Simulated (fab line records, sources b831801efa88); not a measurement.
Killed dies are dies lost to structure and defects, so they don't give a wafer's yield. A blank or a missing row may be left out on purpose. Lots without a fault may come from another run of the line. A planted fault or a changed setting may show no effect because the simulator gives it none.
One fault seen from 2 desks | flow gf180mcu | each desk has only its own numbers; what lay behind them comes last

THE METROLOGY DESK
What the gauges read, lot by lot, whatever tool the lot ran on: means of the sampled wafers that have a number. A lot is out of limits, marked OUT, if its mean lies more than 4 standard deviations from the usual mean; the brackets give that distance.
Columns: A = V2_BOW at GF_V2_BOW_MEAS_05, usual 99 um; B = M4_OVL at GF_M4_OVL_MEAS_15, usual 0 nm
lot  | first seen here | A   | B
L646 | day 19 11:36    | 99  | 4
L647 | day 19 22:32    | 96  | 1
L648 | day 20 11:55    | 105 | 0
L650 | day 21 00:34    | 110 | 2
L651 | day 21 02:04    | 100 | 5
L652 | day 21 16:56    | 100 | -2
L655 | day 22 13:17    | 94  | -1
L656 | day 23 00:08    | 108 | 2
L662 | day 24 20:04    | 98  | -0
L663 | day 25 07:35    | 107 | -3
L664 | day 25 20:40    | 108 | -8
L666 | day 26 03:41    | 85  | -6
L667 | day 26 13:29    | 95  | -2
L668 | day 26 23:01    | 97  | 2
This desk's finding: nothing out of limits on any of the 14 lots.

THE TOOL OWNER'S DESK: pvd_sputter-01
The tool's own readings at GF_V3_SPUTTER_22 (material TiN, target thk 10 nm, time 40 s): means of the sampled wafers that have a number, for each lot that ran on this tool. A lot is out of limits, marked OUT, if its mean lies more than 4 standard deviations from the usual mean; the brackets give that distance.
Columns: A = cathode_dc_power_W at GF_V3_SPUTTER_22, usual 4000.0 W; B = throttle_valve_pct at GF_V3_SPUTTER_22, usual 29.7 %
lot  | first seen here | A                        | B
L655 | day 25 11:32    | 4400.9 (+99 or more) OUT | 29.9
L656 | day 25 22:19    | 4400.8 (+99 or more) OUT | 29.9
L668 | day 29 15:07    | 3999.6                   | 29.9
This desk's finding: out of limits on L655, L656; first on L655, day 25 11:32 (cathode_dc_power_W at GF_V3_SPUTTER_22). In limits: L668.

PUT TOGETHER
The tool owner's desk could have raised an alarm at day 25 11:32, on L655, L656.
The metrology desk saw nothing out of limits.
The metrology desk has L655, L656 on record, within its limits.
Of the lots named, all ran GF_V3_SPUTTER_22 on pvd_sputter-01.

WHAT THE SIMULATOR HAD PUT IN
Process parameter drift: pvd_sputter-01, from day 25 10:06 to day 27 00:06, at GF_V3_SPUTTER_22. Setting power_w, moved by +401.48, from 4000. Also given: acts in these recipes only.
Lots struck among those shown: L655, L656.
Hours from the fault's start to each desk's first reading out of limits: the tool owner's desk, 1.
